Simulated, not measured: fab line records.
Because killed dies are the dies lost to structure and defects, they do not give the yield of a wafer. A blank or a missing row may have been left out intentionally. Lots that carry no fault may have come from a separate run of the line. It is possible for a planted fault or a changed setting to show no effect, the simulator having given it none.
fab line records    flow gf180mcu
record: lots: 24  wafers: 72  last-day: 34
route steps=602 shown V3@432 V4@499 M5@534 TOP_METAL@569
lots untouched by any fault: they come from a run of this same line in which no faults occurred
start-h: hours from the record's first day to the start of the lot's first wafer shown    wait-h: how many hours have passed since the lot's step before this one    " identical to the entry in the row above    L1.1+2: several wafers, shown together as one row    - no value present, or no start provided    * or withheld: withheld    < > ~ a bound
route shown NAME@n: NAME is a module with steps in the file, n the number in the route of the first one    usual: average and standard deviation across the fault-free wafers    same: alike in all rows    chamber/n: place in a boat    sites: the reading at each site    _std_site: the values' standard deviation    _edge_site: inner sites' mean taken away from outer sites' mean    radius-mm: how far each site lies from the wafer's centre    mask NAME#n: copy n    behind: the tool/chamber that last shaped the wafer    hold: why the lot went on hold/how many hours it stayed there/how the hold came to an end    device: transistor that didn't switch, given as n, p or np    end of line: the route-end tests of the same wafers    step lacking rows: just its recipe    killed: count of dies lost to structure and defects at first sort (not the wafer's yield)    map: a wafer's dies, x killed, . not, _ none there
set.NAME: the setting as run; set.NAME@STEP: as run at that earlier step    model.NAME: the simulator's own value behind a step, which no gauge read
steps of the route over a sample of lots; a table a step, a row a wafer
services: the hour from which a tool's chamber was out of use, counted from the record's first day as start-h (under 0 if before that day), plus the number of hours and why
== steps ==
step: GF_V3_THK_MEAS_03
recipe: reads: SiO2_of_V3_CVD_02
usual: V3_CVD_02_THK: 850/9.6
lot.wafer  tool           chamber  start-h  wait-h  V3_CVD_02_THK[nm]
L074.3     film-metro-03  -        506.35   0.1     840
L074.4     "              -        "        "       840
L074.6     "              -        "        "       853
L075.1     film-metro-02  -        506.70   0.0     845
L075.2     "              -        "        "       843
L075.5     "              -        "        "       855
L076.2     film-metro-01  -        518.45   0.0     859
L076.5     "              -        "        "       858
L076.6     "              -        "        "       855
L077.2     film-metro-03  -        524.93   0.0     836
L077.3     "              -        "        "       827
L077.5     "              -        "        "       833
L078.1     film-metro-02  -        529.81   0.0     852
L078.4     "              -        "        "       855
L078.6     "              -        "        "       861
L079.3     film-metro-02  -        532.02   0.1     859
L079.4     "              -        "        "       861
L079.5     "              -        "        "       858
L080.1     film-metro-03  -        545.59   0.0     850
L080.5     "              -        "        "       858
L080.6     "              -        "        "       862
L081.2     film-metro-03  -        552.24   0.0     849
L081.3     "              -        "        "       833
L081.4     "              -        "        "       857
L082.3     film-metro-01  -        564.72   0.1     838
L082.4     "              -        "        "       851
L082.5     "              -        "        "       852
L083.1     film-metro-02  -        583.00   0.1     851
L083.2     "              -        "        "       843
L083.3     "              -        "        "       847
L084.2     film-metro-01  -        584.31   0.0     842
L084.3     "              -        "        "       848
L084.4     "              -        "        "       864
L085.1     film-metro-03  -        588.62   0.1     849
L085.4     "              -        "        "       861
L085.6     "              -        "        "       872
L086.1     film-metro-03  -        597.39   0.1     850
L086.3     "              -        "        "       854
L086.6     "              -        "        "       864
L087.1     film-metro-02  -        606.33   0.0     833
L087.5     "              -        "        "       854
L087.6     "              -        "        "       852
L088.3     film-metro-02  -        612.13   0.1     835
L088.4     "              -        "        "       847
L088.5     "              -        "        "       854
L089.2     film-metro-03  -        614.38   0.0     832
L089.4     "              -        "        "       849
L089.5     "              -        "        "       854
L090.1     film-metro-03  -        620.27   0.0     839
L090.2     "              -        "        "       847
L090.4     "              -        "        "       859
L091.1     film-metro-03  -        630.43   0.0     845
L091.2     "              -        "        "       848
L091.3     "              -        "        "       847
L092.1     film-metro-03  -        634.15   0.0     850
L092.2     "              -        "        "       854
L092.5     "              -        "        "       866
L093.2     film-metro-03  -        649.07   0.1     845
L093.3     "              -        "        "       855
L093.5     "              -        "        "       856
L094.1     film-metro-03  -        652.29   0.0     843
L094.2     "              -        "        "       833
L094.4     "              -        "        "       844
L095.1     film-metro-03  -        659.68   0.0     843
L095.2     "              -        "        "       847
L095.4     "              -        "        "       862
L096.2     film-metro-01  -        665.70   0.0     836
L096.3     "              -        "        "       834
L096.6     "              -        "        "       847
L097.1     film-metro-02  -        670.44   0.0     846
L097.2     "              -        "        "       838
L097.5     "              -        "        "       849
step: GF_V3_CMP_26
recipe: stop-on: SiO2  down-force-psi: 3.5  platen-rpm: 60  t-overpolish-s: 15  target-thk-nm: 0  pad-velocity-m-s: 0.94248
usual: motor-current-A: 10.5/0.62  overpolish-run-s: 15.001/0.0086  slurry-filter-dp-kPa: 13.50/0.13  time-to-endpoint-s: 83.2/2.5
lot.wafer  tool    chamber  start-h  wait-h  motor-current-A  overpolish-run-s  slurry-filter-dp-kPa  time-to-endpoint-s
L074.3     cmp-01  3        530.80   0.1     9.2              14.994            13.45                 84.3
L074.4     "       1        "        "       10.8             15.001            13.44                 83.2
L074.6     "       3        "        "       9.8              14.981            13.61                 83.8
L075.2     cmp-02  2        531.03   0.0     9.8              15.005            13.65                 82.3
L075.1     "       0        "        "       11.4             14.998            13.23                 84.5
L075.5     "       3        "        "       11.1             14.994            13.79                 84.3
L076.2     cmp-01  3        543.37   0.2     9.1              15.021            13.50                 81.9
L076.6     "       0        "        "       10.0             15.012            13.53                 78.0
L076.5     "       1        "        "       10.5             15.000            13.47                 82.2
L077.2     cmp-02  2        549.04   0.1     10.7             15.011            13.50                 80.2
L077.3     "       0        "        "       10.8             15.010            13.49                 85.5
L077.5     "       1        "        "       10.6             15.005            13.48                 83.7
L078.1     cmp-02  2        553.89   0.1     10.2             14.996            13.62                 82.9
L078.4     "       3        "        "       11.2             15.022            13.42                 84.7
L078.6     "       3        "        "       11.1             15.001            13.48                 82.9
L079.4     cmp-02  0        556.58   0.1     11.2             14.997            13.30                 78.9
L079.3     "       1        "        "       10.6             15.007            13.39                 78.5
L079.5     "       2        "        "       10.1             14.991            13.46                 75.3
L080.1     cmp-01  2        569.08   0.1     9.6              14.998            13.50                 85.4
L080.5     "       1        "        "       11.0             15.003            13.28                 87.7
L080.6     "       2        "        "       10.6             14.999            13.48                 81.0
L081.3     cmp-01  2        575.65   0.1     9.9              15.009            13.58                 85.7
L081.2     "       3        "        "       9.4              15.012            13.63                 84.4
L081.4     "       0        "        "       10.6             15.006            13.66                 83.2
L082.4     cmp-01  1        587.57   0.1     10.3             15.000            13.62                 84.5
L082.3     "       2        "        "       10.2             14.999            13.49                 85.2
L082.5     "       3        "        "       9.8              15.001            13.69                 84.7
L083.2     cmp-02  2        605.27   0.0     9.7              15.007            13.61                 80.0
L083.3     "       3        "        "       11.0             14.994            13.34                 81.9
L083.1     "       1        "        "       10.3             14.992            13.53                 82.4
L084.2     cmp-02  1        606.86   0.1     10.5             15.020            13.35                 82.9
L084.4     "       2        "        "       10.5             15.001            13.63                 80.3
L084.3     "       3        "        "       11.3             15.005            13.59                 83.6
L085.1     cmp-02  0        610.89   0.1     11.2             14.990            13.38                 84.2
L085.4     "       2        "        "       10.7             15.004            13.24                 81.1
L085.6     "       0        "        "       11.7             14.994            13.45                 82.9
L086.3     cmp-01  2        619.28   0.1     10.1             15.004            13.56                 87.5
L086.1     "       0        "        "       9.9              15.006            13.68                 82.8
L086.6     "       2        "        "       9.8              14.996            13.50                 84.6
L087.1     cmp-01  2        628.38   0.1     10.0             14.994            13.49                 87.1
L087.5     "       0        "        "       11.0             15.015            13.51                 76.2
L087.6     "       1        "        "       11.1             14.998            13.33                 86.1
L088.4     cmp-02  2        634.69   0.0     10.6             15.002            13.49                 80.9
L088.3     "       1        "        "       10.5             15.005            13.46                 86.6
L088.5     "       3        "        "       11.0             15.015            13.58                 84.9
L089.4     cmp-02  0        636.47   0.1     11.3             15.004            13.43                 85.8
L089.2     "       1        "        "       10.0             14.995            13.37                 85.9
L089.5     "       2        "        "       10.4             14.987            13.58                 83.5
L090.2     cmp-02  1        642.26   0.1     11.0             15.001            13.22                 85.0
L090.4     "       2        "        "       10.2             14.993            13.55                 85.0
L090.1     "       3        "        "       11.6             15.003            13.29                 85.8
L091.2     cmp-02  0        652.22   0.0     10.7             14.996            13.56                 84.9
L091.3     "       1        "        "       10.2             14.996            13.66                 84.5
L091.1     "       3        "        "       11.5             14.999            13.45                 84.4
L092.1     cmp-01  0        656.27   0.1     10.0             15.010            13.58                 81.9
L092.2     "       2        "        "       10.3             15.010            13.60                 83.7
L092.5     "       3        "        "       10.2             15.007            13.79                 82.1
L093.2     cmp-02  1        670.15   0.1     9.9              14.996            13.43                 84.0
L093.3     "       3        "        "       11.6             14.992            13.55                 81.0
L093.5     "       0        "        "       11.4             15.005            13.50                 83.0
L094.4     cmp-02  3        673.82   0.0     11.2             15.010            13.56                 86.1
L094.2     "       1        "        "       10.3             15.015            13.71                 82.9
L094.1     "       2        "        "       9.9              15.009            13.41                 81.0
L095.2     cmp-02  0        680.82   0.2     11.7             15.014            13.64                 84.0
L095.1     "       1        "        "       10.3             14.986            13.37                 84.3
L095.4     "       2        "        "       10.3             14.994            13.48                 80.7
L096.3     cmp-01  0        687.13   0.1     10.0             14.987            13.38                 79.8
L096.2     "       1        "        "       11.0             15.002            13.47                 81.6
L096.6     "       2        "        "       10.2             14.998            13.61                 82.6
L097.1     cmp-01  3        691.21   0.1     9.3              15.002            13.70                 85.4
L097.2     "       1        "        "       10.3             15.002            13.48                 80.3
L097.5     "       2        "        "       9.9              14.980            13.48                 85.9
step: GF_V4_CVD_23
recipe: material: W  target-thk-nm: 350  time-s: 104.9  temp-c: 400  pressure-torr: 40
usual: heater-power-w: 775/42
lot.wafer  tool      chamber  start-h  wait-h  heater-power-w
L074.3     cvd-w-02  0        577.80   0.1     765
L074.4     "         1        "        "       736
L074.6     "         1        "        "       733
L075.1     cvd-w-02  0        578.41   0.0     764
L075.2     "         1        "        "       712
L075.5     "         0        "        "       772
L076.2     cvd-w-02  1        589.79   0.0     750
L076.5     "         0        "        "       802
L076.6     "         1        "        "       735
L077.2     cvd-w-02  0        595.24   0.0     793
L077.3     "         0        "        "       763
L077.5     "         0        "        "       778
L078.1     cvd-w-01  0        599.56   0.0     831
L078.4     "         0        "        "       840
L078.6     "         1        "        "       720
L079.3     cvd-w-01  1        602.26   0.1     732
L079.4     "         1        "        "       744
L079.5     "         1        "        "       745
L080.1     cvd-w-01  1        615.30   0.0     743
L080.5     "         1        "        "       725
L080.6     "         0        "        "       809
L081.2     cvd-w-01  1        620.54   0.0     746
L081.3     "         1        "        "       710
L081.4     "         0        "        "       836
L082.3     cvd-w-01  0        631.24   0.1     821
L082.4     "         1        "        "       758
L082.5     "         0        "        "       848
L083.1     cvd-w-02  1        647.89   0.0     729
L083.2     "         0        "        "       793
L083.3     "         1        "        "       747
L084.2     cvd-w-01  0        650.97   0.0     821
L084.3     "         1        "        "       748
L084.4     "         0        "        "       848
L085.1     cvd-w-01  1        654.04   0.0     752
L085.4     "         0        "        "       851
L085.6     "         1        "        "       749
L086.1     cvd-w-02  1        661.92   0.0     745
L086.3     "         0        "        "       786
L086.6     "         1        "        "       729
L087.1     cvd-w-01  0        671.72   0.0     832
L087.5     "         0        "        "       801
L087.6     "         1        "        "       735
L088.3     cvd-w-02  0        677.47   0.1     776
L088.4     "         1        "        "       736
L088.5     "         1        "        "       733
L089.2     cvd-w-01  0        679.48   0.0     809
L089.4     "         0        "        "       851
L089.5     "         0        "        "       835
L090.1     cvd-w-01  0        685.36   0.0     808
L090.2     "         1        "        "       731
L090.4     "         0        "        "       822
L091.1     cvd-w-01  0        694.55   0.0     848
L091.2     "         1        "        "       738
L091.3     "         0        "        "       834
L092.1     cvd-w-01  1        698.11   0.0     731
L092.2     "         0        "        "       828
L092.5     "         1        "        "       739
L093.2     cvd-w-01  1        710.82   0.0     765
L093.3     "         0        "        "       856
L093.5     "         0        "        "       856
L094.1     cvd-w-02  0        713.63   0.0     809
L094.2     "         1        "        "       761
L094.4     "         0        "        "       794
L095.1     cvd-w-01  1        720.93   0.0     742
L095.2     "         0        "        "       840
L095.4     "         1        "        "       723
L096.2     cvd-w-01  1        726.60   0.0     749
L096.3     "         0        "        "       835
L096.6     "         0        "        "       829
L097.1     cvd-w-02  1        730.06   0.0     737
L097.2     "         0        "        "       784
L097.5     "         1        "        "       762
step: GF_M5_OVL_MEAS_08
usual: M5_OVL: 2/4.4
lot.wafer  tool        chamber  start-h  wait-h  M5_OVL[nm]
L074.3     overlay-02  -        620.67   0.1     8
L074.4     "           -        "        "       14
L074.6     "           -        "        "       9
L075.1     overlay-01  -        621.61   0.1     4
L075.2     "           -        "        "       5
L075.5     "           -        "        "       6
L076.2     overlay-01  -        632.54   0.1     -3
L076.5     "           -        "        "       5
L076.6     "           -        "        "       2
L077.2     overlay-02  -        637.29   0.1     1
L077.3     "           -        "        "       9
L077.5     "           -        "        "       7
L078.1     overlay-01  -        641.48   0.1     -5
L078.4     "           -        "        "       -4
L078.6     "           -        "        "       0
L079.3     overlay-02  -        644.57   0.1     0
L079.4     "           -        "        "       0
L079.5     "           -        "        "       1
L080.1     overlay-01  -        656.93   0.1     6
L080.5     "           -        "        "       0
L080.6     "           -        "        "       1
L081.2     overlay-01  -        662.64   0.1     6
L081.3     "           -        "        "       1
L081.4     "           -        "        "       3
L082.3     overlay-01  -        673.40   0.1     -5
L082.4     "           -        "        "       -4
L082.5     "           -        "        "       -11
L083.1     overlay-01  -        688.21   0.1     -2
L083.2     "           -        "        "       11
L083.3     "           -        "        "       0
L084.2     overlay-02  -        691.86   0.1     2
L084.3     "           -        "        "       2
L084.4     "           -        "        "       13
L085.1     overlay-02  -        694.93   0.1     1
L085.4     "           -        "        "       1
L085.6     "           -        "        "       -1
L086.1     overlay-01  -        701.56   0.1     0
L086.3     "           -        "        "       2
L086.6     "           -        "        "       -4
L087.1     overlay-01  -        711.64   0.1     3
L087.5     "           -        "        "       2
L087.6     "           -        "        "       -4
L088.3     overlay-02  -        715.87   0.1     6
L088.4     "           -        "        "       -3
L088.5     "           -        "        "       -7
L089.2     overlay-01  -        717.96   0.1     3
L089.4     "           -        "        "       6
L089.5     "           -        "        "       0
L090.1     overlay-02  -        724.23   0.1     3
L090.2     "           -        "        "       3
L090.4     "           -        "        "       -4
L091.1     overlay-01  -        732.56   0.1     2
L091.2     "           -        "        "       3
L091.3     "           -        "        "       3
L092.1     overlay-01  -        735.84   0.1     0
L092.2     "           -        "        "       3
L092.5     "           -        "        "       6
L093.2     overlay-01  -        746.98   0.1     5
L093.3     "           -        "        "       1
L093.5     "           -        "        "       -2
L094.1     overlay-01  -        750.29   0.1     10
L094.2     "           -        "        "       1
L094.4     "           -        "        "       2
L095.1     overlay-01  -        757.21   0.1     3
L095.2     "           -        "        "       -2
L095.4     "           -        "        "       -1
L096.2     overlay-01  -        762.09   0.1     1
L096.3     "           -        "        "       2
L096.6     "           -        "        "       7
L097.1     overlay-01  -        765.66   0.1     1
L097.2     "           -        "        "       -2
L097.5     "           -        "        "       -2
step: GF_TOP_METAL_SPUTTER_02
recipe: material: AlCu  target-thk-nm: 900  power-w: 10600  chamber-pressure-pa: 0.3  substrate-temp-c: 250  gas: Ar  time-s: 47.82
usual: throttle-valve-pct: 30.5/0.83
lot.wafer  tool            chamber  start-h  wait-h  throttle-valve-pct
L074.3     pvd-sputter-03  -        644.05   0.0     30.3
L074.4     "               -        "        "       30.0
L074.6     "               -        "        "       30.6
L075.1     pvd-sputter-04  -        644.94   0.0     30.7
L075.2     "               -        "        "       31.1
L075.5     "               -        "        "       30.7
L076.2     pvd-sputter-01  -        655.85   0.0     29.5
L076.5     "               -        "        "       29.9
L076.6     "               -        "        "       29.4
L077.2     pvd-sputter-03  -        660.81   0.0     30.7
L077.3     "               -        "        "       31.9
L077.5     "               -        "        "       30.6
L078.1     pvd-sputter-01  -        665.41   0.0     29.4
L078.4     "               -        "        "       29.5
L078.6     "               -        "        "       29.5
L079.3     pvd-sputter-01  -        667.81   0.0     29.5
L079.4     "               -        "        "       29.5
L079.5     "               -        "        "       29.4
L080.1     pvd-sputter-01  -        679.48   0.0     29.6
L080.5     "               -        "        "       29.6
L080.6     "               -        "        "       29.2
L081.2     pvd-sputter-03  -        685.71   0.0     30.6
L081.3     "               -        "        "       31.7
L081.4     "               -        "        "       30.6
L082.3     pvd-sputter-04  -        695.85   0.0     30.7
L082.4     "               -        "        "       31.7
L082.5     "               -        "        "       30.8
L083.1     pvd-sputter-04  -        709.37   0.0     31.4
L083.2     "               -        "        "       31.6
L083.3     "               -        "        "       30.7
L084.2     pvd-sputter-01  -        713.32   0.0     29.5
L084.3     "               -        "        "       30.2
L084.4     "               -        "        "       29.5
L085.1     pvd-sputter-03  -        716.75   0.0     30.6
L085.4     "               -        "        "       30.1
L085.6     "               -        "        "       32.1
L086.1     pvd-sputter-03  -        722.97   0.0     30.2
L086.3     "               -        "        "       30.5
L086.6     "               -        "        "       32.2
L087.1     pvd-sputter-01  -        732.85   0.0     29.4
L087.5     "               -        "        "       30.1
L087.6     "               -        "        "       29.3
L088.3     pvd-sputter-03  -        736.37   0.0     30.4
L088.4     "               -        "        "       32.3
L088.5     "               -        "        "       30.4
L089.2     pvd-sputter-04  -        738.37   0.0     30.7
L089.4     "               -        "        "       31.1
L089.5     "               -        "        "       30.7
L090.1     pvd-sputter-04  -        744.79   0.0     30.7
L090.2     "               -        "        "       31.4
L090.4     "               -        "        "       30.7
L091.1     pvd-sputter-04  -        752.87   0.0     31.0
L091.2     "               -        "        "       31.3
L091.3     "               -        "        "       31.3
L092.1     pvd-sputter-01  -        756.17   0.0     29.3
L092.2     "               -        "        "       29.5
L092.5     "               -        "        "       29.4
L093.2     pvd-sputter-03  -        766.39   0.0     30.7
L093.3     "               -        "        "       31.9
L093.5     "               -        "        "       32.2
L094.1     pvd-sputter-01  -        769.38   0.0     29.8
L094.2     "               -        "        "       30.2
L094.4     "               -        "        "       29.4
L095.1     pvd-sputter-01  -        776.18   0.0     29.5
L095.2     "               -        "        "       29.7
L095.4     "               -        "        "       30.4
L096.2     pvd-sputter-04  -        781.32   0.0     31.2
L096.3     "               -        "        "       31.3
L096.6     "               -        "        "       30.9
L097.1     pvd-sputter-04  -        784.01   0.0     31.0
L097.2     "               -        "        "       30.7
L097.5     "               -        "        "       31.1
step: GF_TOP_METAL_THK_MEAS_06
recipe: thk-meas-gauge: xrf  reads: AlCu_of_TOP_METAL_SPUTTER_02
usual: TOP_METAL_ALCU_THK: 898/9.3
lot.wafer  tool           chamber  start-h  wait-h  TOP_METAL_ALCU_THK[nm]
L074.3     film-metro-03  -        644.28   0.1     907
L074.4     "              -        "        "       914
L074.6     "              -        "        "       903
L075.1     film-metro-03  -        645.15   0.1     895
L075.2     "              -        "        "       883
L075.5     "              -        "        "       901
L076.2     film-metro-03  -        656.07   0.1     906
L076.5     "              -        "        "       897
L076.6     "              -        "        "       916
L077.2     film-metro-03  -        661.03   0.1     894
L077.3     "              -        "        "       889
L077.5     "              -        "        "       902
L078.1     film-metro-01  -        665.62   0.1     895
L078.4     "              -        "        "       890
L078.6     "              -        "        "       898
L079.3     film-metro-01  -        668.04   0.1     916
L079.4     "              -        "        "       908
L079.5     "              -        "        "       907
L080.1     film-metro-03  -        679.69   0.1     922
L080.5     "              -        "        "       909
L080.6     "              -        "        "       917
L081.2     film-metro-04  -        685.93   0.1     885
L081.3     "              -        "        "       882
L081.4     "              -        "        "       890
L082.3     film-metro-04  -        696.08   0.1     885
L082.4     "              -        "        "       891
L082.5     "              -        "        "       897
L083.1     film-metro-04  -        709.58   0.1     898
L083.2     "              -        "        "       897
L083.3     "              -        "        "       889
L084.2     film-metro-04  -        713.54   0.1     908
L084.3     "              -        "        "       898
L084.4     "              -        "        "       909
L085.1     film-metro-04  -        716.96   0.1     898
L085.4     "              -        "        "       897
L085.6     "              -        "        "       899
L086.1     film-metro-03  -        723.18   0.1     896
L086.3     "              -        "        "       895
L086.6     "              -        "        "       892
L087.1     film-metro-04  -        733.06   0.1     898
L087.5     "              -        "        "       896
L087.6     "              -        "        "       900
L088.3     film-metro-03  -        736.60   0.1     883
L088.4     "              -        "        "       880
L088.5     "              -        "        "       886
L089.2     film-metro-01  -        738.59   0.1     898
L089.4     "              -        "        "       889
L089.5     "              -        "        "       880
L090.1     film-metro-03  -        745.00   0.1     908
L090.2     "              -        "        "       900
L090.4     "              -        "        "       903
L091.1     film-metro-04  -        753.08   0.1     900
L091.2     "              -        "        "       895
L091.3     "              -        "        "       897
L092.1     film-metro-04  -        756.38   0.1     895
L092.2     "              -        "        "       902
L092.5     "              -        "        "       895
L093.2     film-metro-03  -        766.61   0.1     907
L093.3     "              -        "        "       898
L093.5     "              -        "        "       909
L094.1     film-metro-04  -        769.59   0.1     885
L094.2     "              -        "        "       890
L094.4     "              -        "        "       893
L095.1     film-metro-03  -        776.39   0.1     902
L095.2     "              -        "        "       894
L095.4     "              -        "        "       895
L096.2     film-metro-03  -        781.54   0.1     884
L096.3     "              -        "        "       881
L096.6     "              -        "        "       894
L097.1     film-metro-04  -        784.22   0.1     893
L097.2     "              -        "        "       910
L097.5     "              -        "        "       901
== services ==
tool            chamber  start-h  hours  kind
cvd-w-02        -        518.06   10.2   repair
pvd-sputter-03  -        524.22   0.6    repair
cmp-01          -        561.02   1.3    repair
cmp-02          -        572.12   4.0    pm
cmp-02          -        576.12   -      consumable-replace:conditioner
cmp-02          -        576.12   -      consumable-replace:pad
cmp-02          -        577.18   4.2    pm
cmp-01          -        590.72   5.5    repair
cvd-w-01        0        600.55   7.3    repair
cmp-02          -        623.25   0.5    repair
pvd-sputter-03  -        647.45   1.2    repair
cmp-02          -        650.28   0.6    repair
cvd-w-01        -        659.11   3.8    pm
cmp-01          -        668.33   0.9    repair
pvd-sputter-04  -        675.67   5.4    repair
cmp-01          -        688.52   0.2    repair
pvd-sputter-04  -        690.43   2.2    repair
cvd-w-01        1        718.59   1.8    repair
pvd-sputter-03  -        730.99   3.0    repair
cmp-02          -        734.57   2.4    repair
cvd-w-01        1        746.54   4.9    repair
cmp-01          -        754.06   4.0    pm
cmp-01          -        758.06   -      consumable-replace:conditioner
cmp-01          -        758.06   -      consumable-replace:pad
== key ==
fault none
